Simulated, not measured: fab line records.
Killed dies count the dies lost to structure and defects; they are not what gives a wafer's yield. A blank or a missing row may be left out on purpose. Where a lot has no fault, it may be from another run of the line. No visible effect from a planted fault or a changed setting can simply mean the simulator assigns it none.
Which tool did it? || flow gf180mcu || 33 wafers sampled from 11 lots at 1 step of a route of 602

WHAT EACH GAUGE READ, for each wafer
GF_DNWELL_TW_MEAS_09.
{"lot": "L213", "measured": "day 2 22:44", "on": "film metro-02", "DNWELL_TW": "1363 1358 1361"}
{"lot": "L214", "measured": "day 3 01:34", "on": "film metro-02", "DNWELL_TW": "1353 1360 1353"}
{"lot": "L215", "measured": "day 3 09:52", "on": "film metro-02", "DNWELL_TW": "1361 1360 1357"}
{"lot": "L216", "measured": "day 3 14:52", "on": "film metro-04", "DNWELL_TW": "1334 1338 1339"}
{"lot": "L217", "measured": "day 3 17:29", "on": "film metro-04", "DNWELL_TW": "1334 1336 1333"}
{"lot": "L221", "measured": "day 4 14:33", "on": "film metro-04", "DNWELL_TW": "1349 1348 1351"}
{"lot": "L222", "measured": "day 4 18:57", "on": "film metro-04", "DNWELL_TW": "1331 1325 1325"}
{"lot": "L228", "measured": "day 6 01:14", "on": "film metro-04", "DNWELL_TW": "1338 1342 1345"}
{"lot": "L231", "measured": "day 6 18:23", "on": "film metro-01", "DNWELL_TW": "1355 1359 1371"}
{"lot": "L233", "measured": "day 7 04:59", "on": "film metro-01", "DNWELL_TW": "1365 1363 1365"}
{"lot": "L236", "measured": "day 7 21:23", "on": "film metro-01", "DNWELL_TW": "1352 1354 1356"}

TOOL THAT RAN EACH LOT (tool first, then ch and the chambers of the sampled wafers, then the start)
Before these readings, the record contains no process step.

THE ANSWER, worked out from the rows above alone
Rule: the lots themselves supply what counts as usual. The widest of any qualifying gaps counts: lots, ordered by their means at a reading, are off when they make up no more than a third of the lots, leave a main group of 4 or more, and stand apart from it by 3 or more times the standard deviation of that group's means. Not used: any main group whose means are identical at the precision the tables above print for the reading. A lot without any number at a reading at which 4 lots or more have one is off too. Where the step has rows for the other lots, those lots are counted as sound.
None of the lots is off at any reading shown; this tells nothing.

WHAT HAD BEEN PUT IN BY THE SIMULATOR
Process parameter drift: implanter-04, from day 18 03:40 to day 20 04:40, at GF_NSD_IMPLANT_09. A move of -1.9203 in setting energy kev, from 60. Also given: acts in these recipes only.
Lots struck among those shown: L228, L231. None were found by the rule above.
